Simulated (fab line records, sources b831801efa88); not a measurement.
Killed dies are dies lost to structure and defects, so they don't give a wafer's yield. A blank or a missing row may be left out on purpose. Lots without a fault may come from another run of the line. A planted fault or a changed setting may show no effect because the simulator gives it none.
fab line records | flow sfq_line
record lots=6 wafers=18 last_day=95
route steps=325 shown M0@32 I0@43
lots that met no fault: from a run of the same line without faults
start_h: hours from the record's first day to the start of the lot's first wafer shown | wait_h: hours since the lot's step before | " the same as in the row above | L1.1+2: a row that stands for several wafers | - no value, or no start given | * or withheld: withheld | < > ~ a bound
route shown NAME@n: a module of which the file shows steps, and the number in the route of the first | usual: mean/standard deviation of fault-free wafers | same: alike in all rows | chamber/n: place in a boat | sites: the reading at each site | _std_site: their standard deviation | _edge_site: outer sites' mean less inner sites' | radius_mm: how far each site lies from the wafer's centre | mask NAME#n: copy n | behind: the tool/chamber that last shaped the wafer | hold: why the lot was held/for how many hours/how that ended | device: the transistor (n, p or np) that didn't switch | end of line: the same wafers' tests at the end of the route | a step without rows: its recipe alone | killed: dies lost to structure and defects at the first sort, not the wafer's yield | map: a wafer's dies, x killed, . not, _ none there
set.NAME: the setting as run; set.NAME@STEP: as run at that earlier step | model.NAME: the simulator's own value behind a step, which no gauge read
lots at some steps of the route; a table a step, a row a wafer
services: from which hour (start_h, from the record's first day; less than 0 if before it) a tool's chamber was out of use, for how many hours, and why
## steps
# step SFQ_TRILAYER_M0_LITHO_COAT_026
# recipe resist=BARC spin_rpm=3000 resist_thk_nm=62
# step SFQ_TRILAYER_M0_LITHO_COAT_021
# recipe resist=KrF spin_rpm=3000 resist_thk_nm=600
# step SFQ_TRILAYER_M0_LITHO_SOFTBAKE_025
# recipe temp_c=withheld time_s=withheld resist=KrF
# step SFQ_TRILAYER_M0_LITHO_EXPOSE_022
# recipe mask_id=M0 na=0.6 source_shape=conventional sigma_outer=0.65 target_cd_nm=500 dose_mj=14.4
# step SFQ_TRILAYER_M0_LITHO_PEB_024
# recipe peb_temp_c=115 peb_time_s=60 resist=KrF
# step SFQ_TRILAYER_M0_LITHO_DEVELOP_023
# recipe time_s=60 resist=KrF
# step SFQ_M0_OVL_MEAS_906
# usual M0_OVL=2/5.7
# columns lot.wafer tool chamber start_h wait_h M0_OVL[nm]
L621.2 overlay-01 - 324.39 0.1 7
L621.4 " - " " 1
L621.6 " - " " 11
L622.1 overlay-02 - 332.78 0.1 8
L622.2 " - " " 7
L622.5 " - " " 9
L623.1 overlay-01 - 345.98 0.1 -5
L623.3 " - " " -7
L623.4 " - " " 0
L631.3 overlay-02 - 409.41 0.1 13
L631.4 " - " " 8
L631.5 " - " " 13
L633.1 overlay-01 - 423.92 0.1 10
L633.3 " - " " 12
L633.5 " - " " 8
L638.1 overlay-02 - 485.57 0.1 1
L638.3 " - " " -2
L638.6 " - " " 4
# step SFQ_TRILAYER_M0_BARC_OPEN_METAL_ETCH_031
# recipe mask_material=PR chemistry=O2 target_depth_nm=125 target=BARC icp_w=600 bias_w=80 pressure_mtorr=10 time_s=41.7
# usual drypump_motor_current_A=5.6/0.42 oes_product_au=0.684/0.0048 rf_fwd_power_W=594/3.7
# columns lot.wafer tool chamber start_h wait_h drypump_motor_current_A oes_product_au rf_fwd_power_W rf_hours_counter_h
L621.2 rie_metal-03 0 324.44 0.0 5.5 0.684 596 -
L621.4 " 0 " " 5.5 0.685 595 -
L621.6 " 0 " " 5.5 0.698 593 -
L622.1 rie_metal-02 1 332.82 0.0 6.4 0.687 596 179
L622.2 " 0 " " 5.3 0.682 592 34
L622.5 " 1 " " 6.4 0.686 598 -
L623.1 rie_metal-03 1 346.02 0.0 5.8 0.681 587 2
L623.3 " 1 " " 5.8 0.685 584 -
L623.4 " 0 " " 5.5 0.692 598 -
L631.3 rie_metal-02 0 409.45 0.0 5.3 0.682 596 -
L631.4 " 1 " " 6.4 0.682 597 -
L631.5 " 0 " " 5.3 0.684 593 -
L633.1 rie_metal-02 1 423.95 0.0 6.4 0.683 596 3
L633.3 " 0 " " 5.3 0.687 594 -
L633.5 " 1 " " 6.5 0.678 596 -
L638.1 rie_metal-02 0 485.60 0.0 5.3 0.683 592 60
L638.3 " 0 " " 5.3 0.681 592 -
L638.6 " 1 " " 6.4 0.681 597 -
# step SFQ_TRILAYER_M0_ETCH_METAL_ETCH_024
# recipe target=Nb stop_on=SiO2 mask_material=PR chemistry=Cl2/Ar target_depth_nm=240 icp_w=600 bias_w=80 pressure_mtorr=10 time_s=120
# usual drypump_motor_current_A=5.6/0.42 oes_product_au=0.894/0.0077 rf_fwd_power_W=597.0/2.2
# columns lot.wafer tool chamber start_h wait_h drypump_motor_current_A oes_product_au rf_fwd_power_W rf_hours_counter_h
L621.2 rie_metal-03 0 324.58 0.1 5.5 0.885 602.0 -
L621.4 " 0 " " 5.5 0.904 599.4 -
L621.6 " 0 " " 5.5 0.895 600.4 -
L622.1 rie_metal-02 1 332.88 0.0 6.5 0.890 595.8 179
L622.2 " 0 " " 5.3 0.900 599.0 34
L622.5 " 1 " " 6.4 0.898 596.8 -
L623.1 rie_metal-03 1 346.08 0.0 5.8 0.890 599.5 2
L623.3 " 1 " " 5.8 0.895 595.8 -
L623.4 " 0 " " 5.5 0.883 597.4 -
L631.3 rie_metal-02 0 409.53 0.1 5.3 0.907 595.8 -
L631.4 " 1 " " 6.5 0.904 597.0 -
L631.5 " 0 " " 5.3 0.910 596.2 -
L633.1 rie_metal-02 1 424.01 0.0 6.4 0.884 597.2 3
L633.3 " 0 " " 5.3 0.896 598.0 -
L633.5 " 1 " " 6.4 0.887 598.1 -
L638.1 rie_metal-02 0 485.66 0.0 5.3 0.896 599.2 60
L638.3 " 0 " " 5.3 0.885 598.5 -
L638.6 " 1 " " 6.4 0.888 596.2 -
# step SFQ_TRILAYER_M0_STRIP_STRIP_025
# recipe gas=O2 power_w=200 platen_temp_c=40 overash_fraction=0.65 chemistry=O2 pressure_mtorr=50
# usual drypump_motor_current_A=5.6/0.42 oes_product_au=1.002/0.0078
# columns lot.wafer tool chamber start_h wait_h drypump_motor_current_A oes_product_au rf_hours_counter_h
L621.2 rie_metal-03 0 324.99 0.4 5.5 0.982 -
L621.4 " 0 " " 5.5 0.992 -
L621.6 " 0 " " 5.5 0.992 -
L622.1 rie_metal-02 1 333.00 0.1 6.5 1.004 179
L622.2 " 0 " " 5.3 0.997 34
L622.5 " 1 " " 6.5 1.001 -
L623.1 rie_metal-03 1 346.20 0.1 5.8 1.005 2
L623.3 " 1 " " 5.7 1.007 -
L623.4 " 0 " " 5.5 1.000 -
L631.3 rie_metal-02 0 409.81 0.2 5.3 0.998 -
L631.4 " 1 " " 6.5 0.996 -
L631.5 " 0 " " 5.3 1.005 -
L633.1 rie_metal-02 1 424.14 0.1 6.5 0.998 3
L633.3 " 0 " " 5.3 0.998 -
L633.5 " 1 " " 6.5 1.000 -
L638.1 rie_metal-02 0 485.79 0.1 5.3 1.003 60
L638.3 " 0 " " 5.3 1.006 -
L638.6 " 1 " " 6.4 0.987 -
# step SFQ_TRILAYER_M0_STRIP_SOLV_CLEAN_026
# recipe chemistry=NMP temp_c=70 time_s=600
# step SFQ_TRILAYER_I0_DEP_PECVD_027
# recipe material=SiO2 temp_c=150 time_s=111.11 pressure_torr=2.4 rf_w=183.3 precursor=SiH4/N2O target_thk_nm=500
# usual heater_power_w=90/9 rf_fwd_power_W=182.2/0.62 throttle_valve_pct=24.5/0.96
# columns lot.wafer tool chamber start_h wait_h heater_power_w rf_fwd_power_W throttle_valve_pct
L621.2 pecvd-04 1 326.16 0.0 83 182.6 25.3
L621.4 " 0 " " 86 182.1 24.1
L621.6 " 1 " " 69 182.4 25.2
L622.1 pecvd-03 0 333.78 0.0 103 182.1 26.0
L622.2 " 1 " " 96 182.3 24.0
L622.5 " 1 " " 98 182.3 24.2
L623.1 pecvd-01 0 346.98 0.0 83 182.7 23.5
L623.3 " 1 " " 98 181.3 24.0
L623.4 " 0 " " 82 182.5 23.6
L631.3 pecvd-04 0 410.39 0.0 99 182.3 24.1
L631.4 " 2 " " 94 182.2 25.7
L631.5 " 0 " " 99 182.1 24.6
L633.1 pecvd-04 1 424.91 0.0 83 182.3 25.4
L633.3 " 0 " " 93 181.7 24.1
L633.5 " 0 " " 96 182.1 24.0
L638.1 pecvd-01 1 486.56 0.0 87 183.0 24.5
L638.3 " 2 " " 106 182.2 23.4
L638.6 " 0 " " 81 181.5 23.7
# step SFQ_TRILAYER_I0_CMP_CMP_028
# recipe material=SiO2 down_force_psi=3 platen_rpm=60 pad_velocity_m_s=0.94248
# usual head_pressure_psi=3.001/0.0066 motor_current_A=10.2/0.84 time_to_endpoint_s=217/7.9
# columns lot.wafer tool chamber start_h wait_h head_pressure_psi motor_current_A time_to_endpoint_s
L621.2 cmp-01 1 328.88 2.7 3.009 10.4 208
L621.4 " 2 " " 2.995 9.6 215
L621.6 " 0 330.38 4.1 2.991 10.7 117
L622.2 cmp-01 2 336.88 3.1 3.008 9.5 210
L622.1 " 3 " " 2.986 10.5 221
L622.5 " 2 338.88 5.0 3.006 9.5 123
L623.4 cmp-02 3 353.25 6.2 3.003 10.3 219
L623.3 " 0 " " 3.012 8.5 221
L623.1 " 1 " " 3.003 10.7 225
L631.4 cmp-01 1 410.47 0.0 3.014 10.0 209
L631.3 " 2 " " 3.014 9.4 208
L631.5 " 2 412.97 2.5 2.999 10.2 205
L633.3 cmp-02 0 425.49 0.5 3.001 8.3 208
L633.1 " 2 426.49 1.5 3.003 10.7 207
L633.5 " 0 427.49 2.5 2.998 7.8 209
L638.3 cmp-02 0 489.91 3.3 3.006 8.4 223
L638.1 " 2 490.91 4.3 3.004 10.9 201
L638.6 " 0 491.91 5.3 2.999 8.5 228
# step SFQ_I0_BOW_MEAS_907
# recipe mode=bow
# usual I0_BOW=0/6.7
# columns lot.wafer tool chamber start_h wait_h I0_BOW[um]
L621.2 film_metro-01 - 330.90 1.5 -4
L621.4 " - " " -8
L621.6 " - " " -9
L622.1 film_metro-01 - 339.88 2.0 15
L622.2 " - " " 11
L622.5 " - " " 7
L623.1 film_metro-01 - 355.75 1.0 1
L623.3 " - " " 9
L623.4 " - " " 4
L631.3 film_metro-01 - 413.51 2.0 8
L631.4 " - " " -3
L631.5 " - " " 3
L633.1 film_metro-01 - 427.99 1.0 0
L633.3 " - " " -5
L633.5 " - " " -5
L638.1 film_metro-02 - 492.91 1.5 6
L638.3 " - " " 5
L638.6 " - " " -7
## services
# columns tool chamber start_h hours kind
cmp-02 - 316.23 0.5 repair
rie_metal-03 1 317.74 - clean
rie_metal-03 1 317.74 18.3 scheduled_down
rie_metal-03 1 317.74 18.3 vent_cycle
pecvd-03 - 321.34 0.3 repair
pecvd-01 0 325.36 6.5 repair
cmp-01 - 345.88 11.9 pm
pecvd-03 - 358.48 1.6 repair
rie_metal-02 1 367.63 - clean
rie_metal-02 1 367.63 23.5 scheduled_down
rie_metal-02 1 367.63 23.5 vent_cycle
pecvd-04 - 381.83 5.5 pm
cmp-02 - 404.92 4.4 pm
cmp-02 - 409.31 4.0 pm
cmp-02 - 413.31 - consumable_replace:conditioner
pecvd-04 1 426.57 39.2 repair
pecvd-03 1 441.61 4.6 repair
rie_metal-03 1 443.79 8.5 repair
rie_metal-02 - 456.79 0.6 repair
cmp-01 - 457.67 0.4 repair
pecvd-04 - 462.36 1.4 repair
cmp-02 - 470.61 19.3 repair
pecvd-01 - 477.98 2.8 repair
pecvd-03 - 489.60 0.5 repair
## key
first_sign step=SFQ_TRILAYER_I0_CMP_CMP_028 reading=time_to_endpoint_s direction=down sigmas=12 usual=* struck=*
effect none on later readings
met_at SFQ_TRILAYER_I0_CMP_CMP_028
struck_wafers L621.6,L622.5
fault kind=process_parameter_drift tool=cmp-01 chamber=- onset_h=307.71 steps=SFQ_TRILAYER_I0_CMP_CMP_028 channel=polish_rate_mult offset=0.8 shape=step end_h=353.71 scope=struck_wafers_only
